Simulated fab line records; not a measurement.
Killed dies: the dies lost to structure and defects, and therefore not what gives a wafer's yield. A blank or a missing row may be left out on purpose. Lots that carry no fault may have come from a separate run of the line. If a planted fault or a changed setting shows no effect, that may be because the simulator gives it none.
A struck lot beside a sound one -- flow sky130 -- 16 steps out of a route of 708
Sound: these wafers, L710.3, L710.4, L710.5. Struck: wafers L698.1, L698.2, L698.3. The cause comes at the end.
At each step with rows: each side's tool, then ch and its chambers, then its first start. Under that, the readings that differ: sound wafers -- struck wafers -- difference of the means -- sigmas: that difference in standard deviations of wafers without a fault.
alike: same words and numbers on both sides, and readings whose means sit less than 2 such deviations apart. not compared: any withheld reading, any reading some wafer has no value for, any bound like >300 that may hide the same value, and any number with overlapping values for which the record gives no deviation.
Wherever a step has rows on one side only, a row that says differs or no value, or a row with sigmas, the two part there. Numbers that don't overlap but have no deviation are shown without sigmas and don't part them. A reading missing from all wafers of one side parts the sides only when that side holds two or more wafers.

first, 3 steps without rows for these wafers: SKY_SONOS_TUNNEL_EXPOSE_04 (exposes mask TUNM, target cd 410 nm); SKY_SONOS_TUNNEL_PEB_05; SKY_SONOS_TUNNEL_DEVELOP_06 (develop time 60 s).
SKY_SONOS_TUNNEL_CD_MEAS_07: the cd target is 410 nm.
  sound: cd-sem-02 at day 16 09:24; struck: cd-sem-01 at day 12 11:20
  alike: cd-nm
SKY_SONOS_TUNNEL_OVL_MEAS_08:
  sound: overlay-01 at day 16 09:29; struck: overlay-02 at day 12 11:27
  alike: SONOS_TUNNEL_OVL
then, 3 steps without rows for these wafers: SKY_SONOS_TUNNEL_IMPLANT_09; SKY_SONOS_TUNNEL_WET_ETCH_10 (etches SiO2 in dHF, target depth 14 nm, time 280 s); SKY_SONOS_TUNNEL_STRIP_11 (strips in SPM, time 600 s).
SKY_SONOS_TUNNEL_TW_MEAS_12:
  sound: film-metro-02 at day 16 09:58; struck: film-metro-02 at day 12 11:56
  alike: SONOS_TUNNEL_TW
then, 2 steps without rows for these wafers: SKY_SONOS_TUNNEL_CLEAN_13 (cleans in dHF, time 20 s); SKY_SONOS_ONO_OXIDATION_00 (stabilise 600 s, purge 300 s, target thk 2.6 nm).
SKY_SONOS_ONO_THK_MEAS_01:
  sound: film-metro-01 at day 16 11:23; struck: film-metro-03 at day 12 19:59
  alike: SONOS_ONO_OXIDATION_THK
SKY_SONOS_ONO_CVD_02: deposits Si3N4 from DCS/NH3, target thk 10.5 nm, time 180 s.
  sound on lpcvd-02 ch 0, day 16 11:25; struck on lpcvd-02 ch 1, day 12 21:23
reading,sound,struck,difference,sigmas
model.Si3N4_of_SONOS_ONO_CVD_02.thk-nm (nm),10.51 10.6 10.53,11.97 11.87 11.95,+1.38,
  alike: spike-tc-upper-C
SKY_SONOS_ONO_THK_MEAS_03:
  sound: film-metro-03 at day 16 12:29; struck: film-metro-01 at day 12 22:26
reading,sound,struck,difference,sigmas
SONOS_ONO_CVD_02_THK (nm),10.53 10.56 10.55,11.98 11.84 11.94,+1.37,+11
then, 1 step without rows for these wafers: SKY_SONOS_ONO_CVD_04 (deposits SiO2 from SiH4/N2O, target thk 5.7199 nm).
-- record jumps: 34 days separate the struck wafers' starts on either side; left off in module SONOS_ONO, taken up again in module PAD_OPEN, whose first shown step is the route's number 708 --
SKY_PAD_OPEN_PROBE_99:
  sound: prober-02 at day 49 11:11; struck: prober-01 at day 46 23:51
reading,sound,struck,difference,sigmas
killed-at-contacts,32 34 30,26 18 22,-10,-2
model.etest.sonos-uncharged.r-on-ohm-um,826.8 831.2 828.8,853.9 845 835.1,+15.7,
model.etest.cap-ono.gate-log10-a-cm2,-8.039 -8.053 -7.879,-8.902 -9.091 -8.988,-1.003,
model.etest.cap-ono.gate-bv-v (V),16.72 16.51 16.66,17.08 16.79 17.53,+0.50,
model.etest.cap-ono.tox-acc-nm (nm),12.96 12.95 12.89,13.62 13.74 13.66,+0.74,
model.etest.sonos-programmed.off-log10-a-um,-14 -13.9 -13.98,-13.57 -13.19 -13.07,+0.68,
model.etest.sonos-programmed.vt-v (V),1.488 1.443 1.422,1.027 0.9365 0.9536,-0.479,
model.etest.sonos-erased.vt-v (V),-2.235 -2.241 -2.254,-1.896 -1.885 -1.923,+0.342,
  alike: killed_at_M0_to_M3, killed_at_M4_up, killed-at-front-end, killed-at-other, killed-dies, killed-on-rim, killed-open, killed-short
  not compared: model.etest.sonos-erased.drive-ua-um

## WHERE THEY PART
Earliest at SKY_SONOS_ONO_THK_MEAS_03; latest, in this record, at SKY_PAD_OPEN_PROBE_99.

WHY: what had been put in by the simulator
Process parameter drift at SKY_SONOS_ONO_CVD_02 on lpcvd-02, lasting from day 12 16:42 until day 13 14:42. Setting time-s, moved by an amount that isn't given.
